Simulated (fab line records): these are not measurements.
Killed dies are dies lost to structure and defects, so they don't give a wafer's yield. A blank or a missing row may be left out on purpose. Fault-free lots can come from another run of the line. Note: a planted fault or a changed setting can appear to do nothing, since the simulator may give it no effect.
The tool behind it: which one?	flow sky130	11 lots with 33 wafers sampled at 3 steps, on a route of 708 steps

WHAT EACH GAUGE READ, for each wafer
SKY_POLY_GATE_CD_MEAS_22.
lot	measured	on	cd_nm (nm)
L293	day 16 19:38	cd_sem-02	147.7 152.1 153.1
L295	day 17 10:41	cd_sem-02	150.8 152.6 151.7
L296	day 17 17:01	cd_sem-02	149.5 154.3 151.4
L302	day 21 03:15	cd_sem-02	154.8 151.7 152.1
L304	day 21 06:35	cd_sem-02	153.1 150.2 154.9
L308	day 22 20:02	cd_sem-01	150.1 150.7 149.4
L309	day 23 06:49	cd_sem-01	152.2 150.9 146.9
L312	day 24 02:55	cd_sem-02	151.6 153.5 153.5
L313	day 24 01:22	cd_sem-01	150.3 153.7 150.9
L314	day 24 11:19	cd_sem-01	149.2 149.0 149.7
L315	day 24 16:37	cd_sem-01	153.5 155.1 152.9

WHAT TOOL EACH LOT RAN ON (gives the tool, then ch and the chambers of the sampled wafers, and finally the start)
lot	SKY_FIELD_ISO_ETCH_14	SKY_FIELD_ISO_STRIP_16
L293	rie_diel-04 ch 0,1, day 2 10:07	plasma_asher-04 ch 0,1, day 2 10:14
L295	rie_diel-02 ch 0,1,3, day 2 19:07	plasma_asher-03 ch 0,1, day 2 19:13
L296	rie_diel-04 ch 0,1,2, day 3 01:19	plasma_asher-03 ch 0,1, day 3 01:25
L302	rie_diel-04 ch 2,3, day 4 08:40	plasma_asher-03 ch 0,1, day 4 08:46
L304	rie_diel-02 ch 1,2,3, day 4 20:28	plasma_asher-04 ch 0,1, day 4 20:34
L308	rie_diel-02 ch 1,2,3, day 5 14:16	plasma_asher-04 ch 0,1, day 5 14:22
L309	rie_diel-01 ch 1,2, day 6 01:31	plasma_asher-04 ch 0,1, day 6 01:37
L312	rie_diel-02 ch 0,1,3, day 6 16:20	plasma_asher-03 ch 0,1, day 6 16:28
L313	rie_diel-01 ch 2,3, day 6 16:34	plasma_asher-04 ch 0,1, day 6 16:40
L314	rie_diel-02 ch 1,2,3, day 7 05:04	plasma_asher-02 ch 0,1, day 7 05:10
L315	rie_diel-01 ch 1,2,3, day 7 05:28	plasma_asher-04 ch 0,1, day 7 05:34
- SKY_FIELD_ISO_ETCH_14: etches BARC in N2/H2, stops on SiO2, time 45.9 s, target depth 60 nm.
- SKY_FIELD_ISO_STRIP_16: strips in O2/N2.

THE ANSWER, worked out from the rows above alone
Rule: what is usual is taken from the lots themselves. The widest of any qualifying gaps counts: lots, ordered by their means at a reading, are off when they make up no more than a third of the lots, leave a main group of 4 or more, and stand apart from it by 3 or more times the standard deviation of that group's means. A main group is skipped when, at the precision printed for the reading in the tables above, its means are all equal. Also off: a lot with no number at a reading for which 4 or more lots have one. The other lots that the step has rows for count as sound.
Nothing can be told from this: no lot is off at any reading shown.

WHAT THE SIMULATOR PUT IN
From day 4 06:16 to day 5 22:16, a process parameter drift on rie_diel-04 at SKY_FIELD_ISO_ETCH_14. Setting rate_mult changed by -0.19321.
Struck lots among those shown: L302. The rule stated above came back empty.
